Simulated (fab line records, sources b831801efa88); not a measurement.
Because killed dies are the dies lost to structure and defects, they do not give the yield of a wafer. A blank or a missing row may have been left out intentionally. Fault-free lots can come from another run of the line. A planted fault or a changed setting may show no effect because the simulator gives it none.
8D (eight disciplines) problem report, filled in by code | flow sky130 | the parts of the form that need people (team, actions taken, sign-off) are left out

== 1. PROBLEM STATEMENT ==
run-length-s at SKY_FIELD_ISO_ETCH_17 reads a mean of 115.8 s on 5 wafers of 3 lots; wafers without a fault read 126.0 s with a standard deviation of 0.37. Relative to the usual mean, that is a shift of -28 standard deviations.
The step: etches Si in HBr/Cl2/O2, target depth 342 nm, time 97.7 s.
Seen first at day 6 02:47 on rie-si-01, wafer L408.2. At this step, 44 wafers from 15 lots have a number in the record. Rule for "out" (also "out of limits"): further than 4 standard deviations from the usual mean. The rest of the wafers with a number are treated as sound.

== 2. WHAT IT IS AND WHAT IT IS NOT ==
question                    | is                                     | is not
which readings at this step | run-length-s                           | drypump-motor-current-A, oes-product-au, throttle-valve-pct
which lots                  | L408, L409, L410                       | L390, L391, L392, L393, L395, L396, L397, L398, L399, L400, L401, L402
which wafers of those lots  | L408.2, L408.3, L409.2, L409.3, L410.2 | L409.5, L410.1, L410.6
read on which tools         | rie-si-01                              | rie-si-02
when                        | from day 6 02:47                       | up to then (36 sound wafers); but 3 sound wafers of L409, L410 came after

== 3. SUSPECTS, AND WHAT RULES EACH OUT ==
Counting: if a tool at a process step up to the reading ran every lot that is out, it stays a suspect. Sound lots after the first of them don't rule it out here, since some wafers of a struck lot are sound.
- rie-si-01 at SKY_FIELD_ISO_ETCH_17 (etches Si in HBr/Cl2/O2, target depth 342 nm, time 97.7 s): kept. Every lot that is out went through it, the first being L408 (day 6 02:47); the last sound lot it ran before that was L402 (day 4 19:19). Its own readings are out on those wafers: run-length-s.
Remaining after the count: rie-si-01 at SKY_FIELD_ISO_ETCH_17.

== 4. THE CAUSE (what the simulator had put in) ==
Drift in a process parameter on rie-si-01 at SKY_FIELD_ISO_ETCH_17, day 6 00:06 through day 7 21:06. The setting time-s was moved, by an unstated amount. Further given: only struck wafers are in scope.
Counting left only this tool.

== 5. THE CHAIN OF EFFECTS, in route order ==
Rows list readings where the struck wafers' mean (over those with a number) sits beyond 3 standard deviations from the usual. Scope: only readings with a usual standard deviation given in the record; hours: median across lots of the time from each lot's start at the first step in this table that gives one to its start at this step; sigmas: change in usual standard deviations.
hours | step                  | reading      | usual   | on struck wafers | change | sigmas
0     | SKY_FIELD_ISO_ETCH_17 | run-length-s | 126.0 s | 115.8            | -10.2  | -28
Process steps it contains:
- SKY_FIELD_ISO_ETCH_17: etches Si in HBr/Cl2/O2, target depth 342 nm, time 97.7 s.

== 6. HOW IT WOULD HAVE BEEN CAUGHT EARLIER ==
The fault began at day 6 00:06; the first out-of-limits reading in this record came at day 6 02:47, 3 hours later.
